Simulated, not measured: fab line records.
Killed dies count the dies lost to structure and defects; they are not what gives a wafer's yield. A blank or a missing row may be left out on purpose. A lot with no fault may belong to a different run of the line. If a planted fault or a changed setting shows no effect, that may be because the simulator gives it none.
fab line records :: flow sky130
record
  lots=6
  wafers=18
  last-day=50
route steps=708 shown VT_ADJUST_NCORE@125 VT_ADJUST_HVTR@131
lots that met no fault: from a run of the same line without faults
start-h: the number of hours between the record's first day and the start of the first shown wafer of the lot :: wait-h: hours elapsed since this lot's preceding step :: " repeats the value in the row above :: L1.1+2: several wafers, shown together as one row :: - no value, or no start was given :: * or withheld: withheld :: < > ~ a bound
route shown NAME@n: names a module that has steps shown in the file, with the first one's number in the route :: usual: average and standard deviation across the fault-free wafers :: same: alike in all rows :: chamber/n: place in a boat :: sites: each site's reading :: _std_site: the values' standard deviation :: _edge_site: the outer-site mean with the inner-site mean subtracted :: radius-mm: for every site, how far away it sits from the centre of the wafer :: mask NAME#n: copy n :: behind: tool/chamber where the wafer was last shaped :: hold: why the lot went on hold/how many hours it stayed there/how the hold came to an end :: device: which transistor (n, p or np) failed to switch :: end of line: the route-end tests of the same wafers :: a step without rows: its recipe alone :: killed: at the first sort, the dies lost to defects and structure; wafer yield is something else :: map: shows each die of a wafer: x if killed, . if not, _ if none is there
set.NAME: the setting that was run; set.NAME@STEP: the one run at that earlier step :: model.NAME: the simulator's own value behind a step, which no gauge read
certain route steps with their lots: each step a table, each wafer a row
services: a tool's chamber out of use, with start hour (start-h, from the record's first day; less than 0 if before it), hours out, and reason
## steps
# step SKY_VT_ADJUST_NCORE_DEVELOP_06
# recipe
  resist=NOVOLAK
  developer=TMAH
  develop-time-s=60
  dev-temp-c=23
# step SKY_VT_ADJUST_NCORE_CD_MEAS_07
# recipe
  target-cd-nm=380
# usual
  cd-nm=379.8/3
lot.wafer: L677.1
tool: cd-sem-01
chamber: -
start-h: 187.91
wait-h: 0.1
cd-nm: 377.8

lot.wafer: L677.4
tool: cd-sem-01
chamber: -
start-h: 187.91
wait-h: 0.1
cd-nm: 378.6

lot.wafer: L677.5
tool: cd-sem-01
chamber: -
start-h: 187.91
wait-h: 0.1
cd-nm: 377.9

lot.wafer: L685.4
tool: cd-sem-02
chamber: -
start-h: 246.96
wait-h: 0.1
cd-nm: 381.4

lot.wafer: L685.5
tool: cd-sem-02
chamber: -
start-h: 246.96
wait-h: 0.1
cd-nm: 381.8

lot.wafer: L685.6
tool: cd-sem-02
chamber: -
start-h: 246.96
wait-h: 0.1
cd-nm: 377.6

lot.wafer: L687.1
tool: cd-sem-02
chamber: -
start-h: 258.50
wait-h: 0.1
cd-nm: 381.4

lot.wafer: L687.2
tool: cd-sem-02
chamber: -
start-h: 258.50
wait-h: 0.1
cd-nm: 381.5

lot.wafer: L687.4
tool: cd-sem-02
chamber: -
start-h: 258.50
wait-h: 0.1
cd-nm: 381.7

lot.wafer: L691.2
tool: cd-sem-02
chamber: -
start-h: 285.73
wait-h: 0.1
cd-nm: 383.4

lot.wafer: L691.4
tool: cd-sem-02
chamber: -
start-h: 285.73
wait-h: 0.1
cd-nm: 384.0

lot.wafer: L691.6
tool: cd-sem-02
chamber: -
start-h: 285.73
wait-h: 0.1
cd-nm: 383.0

lot.wafer: L693.3
tool: cd-sem-02
chamber: -
start-h: 310.58
wait-h: 0.2
cd-nm: 375.8

lot.wafer: L693.4
tool: cd-sem-02
chamber: -
start-h: 310.58
wait-h: 0.2
cd-nm: 377.4

lot.wafer: L693.6
tool: cd-sem-02
chamber: -
start-h: 310.58
wait-h: 0.2
cd-nm: 376.0

lot.wafer: L698.1
tool: cd-sem-02
chamber: -
start-h: 339.21
wait-h: 0.1
cd-nm: 377.0

lot.wafer: L698.2
tool: cd-sem-02
chamber: -
start-h: 339.21
wait-h: 0.1
cd-nm: 376.9

lot.wafer: L698.3
tool: cd-sem-02
chamber: -
start-h: 339.21
wait-h: 0.1
cd-nm: 378.7
# step SKY_VT_ADJUST_NCORE_OVL_MEAS_08
# usual
  VT_ADJUST_NCORE_OVL=0.3/1.5
lot.wafer: L677.1
tool: overlay-01
chamber: -
start-h: 188.03
wait-h: 0.1
VT_ADJUST_NCORE_OVL[nm]: 1.2

lot.wafer: L677.4
tool: overlay-01
chamber: -
start-h: 188.03
wait-h: 0.1
VT_ADJUST_NCORE_OVL[nm]: 0.6

lot.wafer: L677.5
tool: overlay-01
chamber: -
start-h: 188.03
wait-h: 0.1
VT_ADJUST_NCORE_OVL[nm]: 0.0

lot.wafer: L685.4
tool: overlay-02
chamber: -
start-h: 247.04
wait-h: 0.1
VT_ADJUST_NCORE_OVL[nm]: -1.1

lot.wafer: L685.5
tool: overlay-02
chamber: -
start-h: 247.04
wait-h: 0.1
VT_ADJUST_NCORE_OVL[nm]: 0.2

lot.wafer: L685.6
tool: overlay-02
chamber: -
start-h: 247.04
wait-h: 0.1
VT_ADJUST_NCORE_OVL[nm]: -0.2

lot.wafer: L687.1
tool: overlay-02
chamber: -
start-h: 258.62
wait-h: 0.1
VT_ADJUST_NCORE_OVL[nm]: 0.9

lot.wafer: L687.2
tool: overlay-02
chamber: -
start-h: 258.62
wait-h: 0.1
VT_ADJUST_NCORE_OVL[nm]: 0.5

lot.wafer: L687.4
tool: overlay-02
chamber: -
start-h: 258.62
wait-h: 0.1
VT_ADJUST_NCORE_OVL[nm]: 2.4

lot.wafer: L691.2
tool: overlay-01
chamber: -
start-h: 285.84
wait-h: 0.1
VT_ADJUST_NCORE_OVL[nm]: 0.6

lot.wafer: L691.4
tool: overlay-01
chamber: -
start-h: 285.84
wait-h: 0.1
VT_ADJUST_NCORE_OVL[nm]: 2.9

lot.wafer: L691.6
tool: overlay-01
chamber: -
start-h: 285.84
wait-h: 0.1
VT_ADJUST_NCORE_OVL[nm]: 3.0

lot.wafer: L693.3
tool: overlay-02
chamber: -
start-h: 310.67
wait-h: 0.1
VT_ADJUST_NCORE_OVL[nm]: 0.8

lot.wafer: L693.4
tool: overlay-02
chamber: -
start-h: 310.67
wait-h: 0.1
VT_ADJUST_NCORE_OVL[nm]: 1.3

lot.wafer: L693.6
tool: overlay-02
chamber: -
start-h: 310.67
wait-h: 0.1
VT_ADJUST_NCORE_OVL[nm]: -0.2

lot.wafer: L698.1
tool: overlay-01
chamber: -
start-h: 339.33
wait-h: 0.1
VT_ADJUST_NCORE_OVL[nm]: -1.4

lot.wafer: L698.2
tool: overlay-01
chamber: -
start-h: 339.33
wait-h: 0.1
VT_ADJUST_NCORE_OVL[nm]: -1.8

lot.wafer: L698.3
tool: overlay-01
chamber: -
start-h: 339.33
wait-h: 0.1
VT_ADJUST_NCORE_OVL[nm]: -1.4
# step SKY_VT_ADJUST_NCORE_IMPLANT_09
# recipe
  species=B
  energy-kev=10
  dose-cm2=2.4e+12
  tilt-deg=withheld
# step SKY_VT_ADJUST_NCORE_STRIP_10
# recipe
  chemistry=O2/N2
  power-w=1400
  pressure-mtorr=1500
  platen-temp-c=withheld
  o2-flow-sccm=3000
  n2-flow-sccm=300
  overash-fraction=0.5
# usual
  drypump-motor-current-A=5.6/0.4
  oes-product-au=0.715/0.0047
  strip-time-to-endpoint-s=14.18/0.043
lot.wafer: L677.1
tool: plasma-asher-04
chamber: 0
start-h: 188.22
wait-h: 0.1
drypump-motor-current-A: 5.7
oes-product-au: 0.713
rf-hours-counter-h: 53
strip-time-to-endpoint-s: 14.21

lot.wafer: L677.4
tool: plasma-asher-04
chamber: 1
start-h: 188.22
wait-h: 0.1
drypump-motor-current-A: 6.0
oes-product-au: 0.720
rf-hours-counter-h: -
strip-time-to-endpoint-s: 14.15

lot.wafer: L677.5
tool: plasma-asher-04
chamber: 1
start-h: 188.22
wait-h: 0.1
drypump-motor-current-A: 6.0
oes-product-au: 0.714
rf-hours-counter-h: -
strip-time-to-endpoint-s: 14.22

lot.wafer: L685.4
tool: plasma-asher-02
chamber: 1
start-h: 247.24
wait-h: 0.1
drypump-motor-current-A: 6.2
oes-product-au: 0.711
rf-hours-counter-h: -
strip-time-to-endpoint-s: 14.16

lot.wafer: L685.5
tool: plasma-asher-02
chamber: 0
start-h: 247.24
wait-h: 0.1
drypump-motor-current-A: 5.1
oes-product-au: 0.713
rf-hours-counter-h: -
strip-time-to-endpoint-s: 14.16

lot.wafer: L685.6
tool: plasma-asher-02
chamber: 1
start-h: 247.24
wait-h: 0.1
drypump-motor-current-A: 6.2
oes-product-au: 0.712
rf-hours-counter-h: -
strip-time-to-endpoint-s: 14.17

lot.wafer: L687.1
tool: plasma-asher-04
chamber: 0
start-h: 258.81
wait-h: 0.1
drypump-motor-current-A: 5.7
oes-product-au: 0.713
rf-hours-counter-h: 58
strip-time-to-endpoint-s: 14.18

lot.wafer: L687.2
tool: plasma-asher-04
chamber: 1
start-h: 258.81
wait-h: 0.1
drypump-motor-current-A: 6.0
oes-product-au: 0.709
rf-hours-counter-h: 58
strip-time-to-endpoint-s: 14.18

lot.wafer: L687.4
tool: plasma-asher-04
chamber: 0
start-h: 258.81
wait-h: 0.1
drypump-motor-current-A: 5.8
oes-product-au: 0.713
rf-hours-counter-h: -
strip-time-to-endpoint-s: 14.16

lot.wafer: L691.2
tool: plasma-asher-02
chamber: 1
start-h: 286.02
wait-h: 0.1
drypump-motor-current-A: 6.2
oes-product-au: 0.708
rf-hours-counter-h: 18
strip-time-to-endpoint-s: 14.13

lot.wafer: L691.4
tool: plasma-asher-02
chamber: 1
start-h: 286.02
wait-h: 0.1
drypump-motor-current-A: 6.2
oes-product-au: 0.714
rf-hours-counter-h: -
strip-time-to-endpoint-s: 14.14

lot.wafer: L691.6
tool: plasma-asher-02
chamber: 1
start-h: 286.02
wait-h: 0.1
drypump-motor-current-A: 6.2
oes-product-au: 0.711
rf-hours-counter-h: -
strip-time-to-endpoint-s: 14.12

lot.wafer: L693.3
tool: plasma-asher-01
chamber: 0
start-h: 310.88
wait-h: 0.1
drypump-motor-current-A: 5.3
oes-product-au: 0.705
rf-hours-counter-h: -
strip-time-to-endpoint-s: 14.22

lot.wafer: L693.4
tool: plasma-asher-01
chamber: 1
start-h: 310.88
wait-h: 0.1
drypump-motor-current-A: 5.5
oes-product-au: 0.722
rf-hours-counter-h: -
strip-time-to-endpoint-s: 14.24

lot.wafer: L693.6
tool: plasma-asher-01
chamber: 0
start-h: 310.88
wait-h: 0.1
drypump-motor-current-A: 5.3
oes-product-au: 0.710
rf-hours-counter-h: -
strip-time-to-endpoint-s: 14.18

lot.wafer: L698.1
tool: plasma-asher-02
chamber: 0
start-h: 339.52
wait-h: 0.1
drypump-motor-current-A: 5.1
oes-product-au: 0.716
rf-hours-counter-h: 22
strip-time-to-endpoint-s: 14.20

lot.wafer: L698.2
tool: plasma-asher-02
chamber: 1
start-h: 339.52
wait-h: 0.1
drypump-motor-current-A: 6.2
oes-product-au: 0.710
rf-hours-counter-h: 22
strip-time-to-endpoint-s: 14.17

lot.wafer: L698.3
tool: plasma-asher-02
chamber: 1
start-h: 339.52
wait-h: 0.1
drypump-motor-current-A: 6.2
oes-product-au: 0.712
rf-hours-counter-h: -
strip-time-to-endpoint-s: 14.22
# step SKY_VT_ADJUST_NCORE_TW_MEAS_11
# usual
  VT_ADJUST_NCORE_TW=219/3.1
lot.wafer: L677.1
tool: film-metro-03
chamber: -
start-h: 188.32
wait-h: 0.1
VT_ADJUST_NCORE_TW: 222

lot.wafer: L677.4
tool: film-metro-03
chamber: -
start-h: 188.32
wait-h: 0.1
VT_ADJUST_NCORE_TW: 223

lot.wafer: L677.5
tool: film-metro-03
chamber: -
start-h: 188.32
wait-h: 0.1
VT_ADJUST_NCORE_TW: 224

lot.wafer: L685.4
tool: film-metro-04
chamber: -
start-h: 247.34
wait-h: 0.1
VT_ADJUST_NCORE_TW: 219

lot.wafer: L685.5
tool: film-metro-04
chamber: -
start-h: 247.34
wait-h: 0.1
VT_ADJUST_NCORE_TW: 217

lot.wafer: L685.6
tool: film-metro-04
chamber: -
start-h: 247.34
wait-h: 0.1
VT_ADJUST_NCORE_TW: 217

lot.wafer: L687.1
tool: film-metro-03
chamber: -
start-h: 258.91
wait-h: 0.1
VT_ADJUST_NCORE_TW: 223

lot.wafer: L687.2
tool: film-metro-03
chamber: -
start-h: 258.91
wait-h: 0.1
VT_ADJUST_NCORE_TW: 223

lot.wafer: L687.4
tool: film-metro-03
chamber: -
start-h: 258.91
wait-h: 0.1
VT_ADJUST_NCORE_TW: 225

lot.wafer: L691.2
tool: film-metro-02
chamber: -
start-h: 286.13
wait-h: 0.1
VT_ADJUST_NCORE_TW: 223

lot.wafer: L691.4
tool: film-metro-02
chamber: -
start-h: 286.13
wait-h: 0.1
VT_ADJUST_NCORE_TW: 222

lot.wafer: L691.6
tool: film-metro-02
chamber: -
start-h: 286.13
wait-h: 0.1
VT_ADJUST_NCORE_TW: 221

lot.wafer: L693.3
tool: film-metro-04
chamber: -
start-h: 310.97
wait-h: 0.1
VT_ADJUST_NCORE_TW: 215

lot.wafer: L693.4
tool: film-metro-04
chamber: -
start-h: 310.97
wait-h: 0.1
VT_ADJUST_NCORE_TW: 218

lot.wafer: L693.6
tool: film-metro-04
chamber: -
start-h: 310.97
wait-h: 0.1
VT_ADJUST_NCORE_TW: 217

lot.wafer: L698.1
tool: film-metro-04
chamber: -
start-h: 339.62
wait-h: 0.1
VT_ADJUST_NCORE_TW: 216

lot.wafer: L698.2
tool: film-metro-04
chamber: -
start-h: 339.62
wait-h: 0.1
VT_ADJUST_NCORE_TW: 217

lot.wafer: L698.3
tool: film-metro-04
chamber: -
start-h: 339.62
wait-h: 0.1
VT_ADJUST_NCORE_TW: 216
# step SKY_VT_ADJUST_HVTR_DEHYDRATE_00
# recipe
  temp-c=200
  time-s=60
# step SKY_VT_ADJUST_HVTR_HMDS_01
# recipe
  prime-time-s=60
  prime-temp-c=120
# step SKY_VT_ADJUST_HVTR_COAT_02
# recipe
  resist=NOVOLAK
  spin-rpm=3000
  resist-thk-nm=1140
# step SKY_VT_ADJUST_HVTR_SOFTBAKE_03
# recipe
  temp-c=90
  time-s=60
  resist=NOVOLAK
# step SKY_VT_ADJUST_HVTR_EXPOSE_04
# recipe
  mask-id=HVTRM
  target-cd-nm=380
  na=0.6
  source-shape=conventional
  sigma-outer=0.6
  dose-mj=150
# step SKY_VT_ADJUST_HVTR_PEB_05
# recipe
  temp-c=withheld
  time-s=*
  resist=NOVOLAK
# step SKY_VT_ADJUST_HVTR_DEVELOP_06
# recipe
  develop-time-s=60
  dev-temp-c=23
lot.wafer: L677.1+4+5
tool: litho-track-03
chamber: 0
start-h: 210.06
wait-h: 0.1

lot.wafer: L685.4+5+6
tool: litho-track-04
chamber: 0
start-h: 270.73
wait-h: 0.1

lot.wafer: L687.1+2+4
tool: litho-track-04
chamber: 0
start-h: 281.95
wait-h: 0.1

lot.wafer: L691.2+4+6
tool: litho-track-02
chamber: 0
start-h: 310.60
wait-h: 0.1

lot.wafer: L693.3+4+6
tool: litho-track-03
chamber: 0
start-h: 336.36
wait-h: 0.1

lot.wafer: L698.1+2+3
tool: litho-track-04
chamber: 0
start-h: 366.15
wait-h: 0.1
# step SKY_VT_ADJUST_HVTR_CD_MEAS_07
# recipe
  target-cd-nm=380
# usual
  cd-nm=380.5/2.1
lot.wafer: L677.1
tool: cd-sem-02
chamber: -
start-h: 210.21
wait-h: 0.1
cd-nm: 376.6

lot.wafer: L677.4
tool: cd-sem-02
chamber: -
start-h: 210.21
wait-h: 0.1
cd-nm: 375.8

lot.wafer: L677.5
tool: cd-sem-02
chamber: -
start-h: 210.21
wait-h: 0.1
cd-nm: 377.1

lot.wafer: L685.4
tool: cd-sem-02
chamber: -
start-h: 270.86
wait-h: 0.1
cd-nm: 389.2

lot.wafer: L685.5
tool: cd-sem-02
chamber: -
start-h: 270.86
wait-h: 0.1
cd-nm: 386.9

lot.wafer: L685.6
tool: cd-sem-02
chamber: -
start-h: 270.86
wait-h: 0.1
cd-nm: 387.7

lot.wafer: L687.1
tool: cd-sem-01
chamber: -
start-h: 282.10
wait-h: 0.1
cd-nm: 389.6

lot.wafer: L687.2
tool: cd-sem-01
chamber: -
start-h: 282.10
wait-h: 0.1
cd-nm: 390.8

lot.wafer: L687.4
tool: cd-sem-01
chamber: -
start-h: 282.10
wait-h: 0.1
cd-nm: 389.3

lot.wafer: L691.2
tool: cd-sem-02
chamber: -
start-h: 310.80
wait-h: 0.2
cd-nm: 378.6

lot.wafer: L691.4
tool: cd-sem-02
chamber: -
start-h: 310.80
wait-h: 0.2
cd-nm: 376.4

lot.wafer: L691.6
tool: cd-sem-02
chamber: -
start-h: 310.80
wait-h: 0.2
cd-nm: 377.6

lot.wafer: L693.3
tool: cd-sem-02
chamber: -
start-h: 336.50
wait-h: 0.1
cd-nm: 379.7

lot.wafer: L693.4
tool: cd-sem-02
chamber: -
start-h: 336.50
wait-h: 0.1
cd-nm: 380.3

lot.wafer: L693.6
tool: cd-sem-02
chamber: -
start-h: 336.50
wait-h: 0.1
cd-nm: 379.6

lot.wafer: L698.1
tool: cd-sem-02
chamber: -
start-h: 366.32
wait-h: 0.1
cd-nm: 381.3

lot.wafer: L698.2
tool: cd-sem-02
chamber: -
start-h: 366.32
wait-h: 0.1
cd-nm: 380.7

lot.wafer: L698.3
tool: cd-sem-02
chamber: -
start-h: 366.32
wait-h: 0.1
cd-nm: 381.4
# step SKY_VT_ADJUST_HVTR_OVL_MEAS_08
# usual
  VT_ADJUST_HVTR_OVL=0.3/1.6
lot.wafer: L677.1
tool: overlay-01
chamber: -
start-h: 210.33
wait-h: 0.1
VT_ADJUST_HVTR_OVL[nm]: 1.9

lot.wafer: L677.4
tool: overlay-01
chamber: -
start-h: 210.33
wait-h: 0.1
VT_ADJUST_HVTR_OVL[nm]: -1.1

lot.wafer: L677.5
tool: overlay-01
chamber: -
start-h: 210.33
wait-h: 0.1
VT_ADJUST_HVTR_OVL[nm]: 1.4

lot.wafer: L685.4
tool: overlay-01
chamber: -
start-h: 270.94
wait-h: 0.1
VT_ADJUST_HVTR_OVL[nm]: -0.1

lot.wafer: L685.5
tool: overlay-01
chamber: -
start-h: 270.94
wait-h: 0.1
VT_ADJUST_HVTR_OVL[nm]: -0.1

lot.wafer: L685.6
tool: overlay-01
chamber: -
start-h: 270.94
wait-h: 0.1
VT_ADJUST_HVTR_OVL[nm]: -0.1

lot.wafer: L687.1
tool: overlay-01
chamber: -
start-h: 282.22
wait-h: 0.1
VT_ADJUST_HVTR_OVL[nm]: -0.4

lot.wafer: L687.2
tool: overlay-01
chamber: -
start-h: 282.22
wait-h: 0.1
VT_ADJUST_HVTR_OVL[nm]: 0.8

lot.wafer: L687.4
tool: overlay-01
chamber: -
start-h: 282.22
wait-h: 0.1
VT_ADJUST_HVTR_OVL[nm]: 0.3

lot.wafer: L691.2
tool: overlay-01
chamber: -
start-h: 310.91
wait-h: 0.1
VT_ADJUST_HVTR_OVL[nm]: 0.9

lot.wafer: L691.4
tool: overlay-01
chamber: -
start-h: 310.91
wait-h: 0.1
VT_ADJUST_HVTR_OVL[nm]: 1.0

lot.wafer: L691.6
tool: overlay-01
chamber: -
start-h: 310.91
wait-h: 0.1
VT_ADJUST_HVTR_OVL[nm]: 1.7

lot.wafer: L693.3
tool: overlay-01
chamber: -
start-h: 336.60
wait-h: 0.1
VT_ADJUST_HVTR_OVL[nm]: 1.4

lot.wafer: L693.4
tool: overlay-01
chamber: -
start-h: 336.60
wait-h: 0.1
VT_ADJUST_HVTR_OVL[nm]: 0.1

lot.wafer: L693.6
tool: overlay-01
chamber: -
start-h: 336.60
wait-h: 0.1
VT_ADJUST_HVTR_OVL[nm]: -0.4

lot.wafer: L698.1
tool: overlay-01
chamber: -
start-h: 366.44
wait-h: 0.1
VT_ADJUST_HVTR_OVL[nm]: -0.5

lot.wafer: L698.2
tool: overlay-01
chamber: -
start-h: 366.44
wait-h: 0.1
VT_ADJUST_HVTR_OVL[nm]: 0.3

lot.wafer: L698.3
tool: overlay-01
chamber: -
start-h: 366.44
wait-h: 0.1
VT_ADJUST_HVTR_OVL[nm]: 1.6
## services
tool: plasma-asher-01
chamber: -
start-h: 181.49
hours: 2.8
kind: pm

tool: plasma-asher-01
chamber: -
start-h: 205.48
hours: 0.9
kind: repair

tool: litho-track-02
chamber: -
start-h: 224.08
hours: -
kind: consumable-replace:filter

tool: plasma-asher-04
chamber: -
start-h: 226.88
hours: 14.6
kind: pm

tool: plasma-asher-02
chamber: -
start-h: 328.95
hours: 5.1
kind: repair

tool: plasma-asher-02
chamber: -
start-h: 343.80
hours: 2.8
kind: pm
## key
first-sign
  step=SKY_VT_ADJUST_HVTR_CD_MEAS_07
  reading=cd-nm
  direction=up
  sigmas=4
  usual=380.5
  struck=388.9
effect none on later readings
met-at SKY_VT_ADJUST_HVTR_DEVELOP_06
struck-wafers L685.4,L685.5,L685.6,L687.1,L687.2,L687.4
tester-left-out L685,L687
fault
  kind=process-parameter-drift
  tool=litho-track-04
  chamber=-
  onset-h=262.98
  steps=SKY_VT_ADJUST_HVTR_DEVELOP_06
  channel=develop-time-s
  offset=*
  shape=step
  end-h=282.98
  acts-in=*
  stated=*
# tester-left-out: of these lots the tester's yield and bins aren't shown, on N5 and GAA mostly nor the transistor test; their killed dies are dies lost to structure and defects alone, not to doping, threshold or leakage, so they don't give the yield
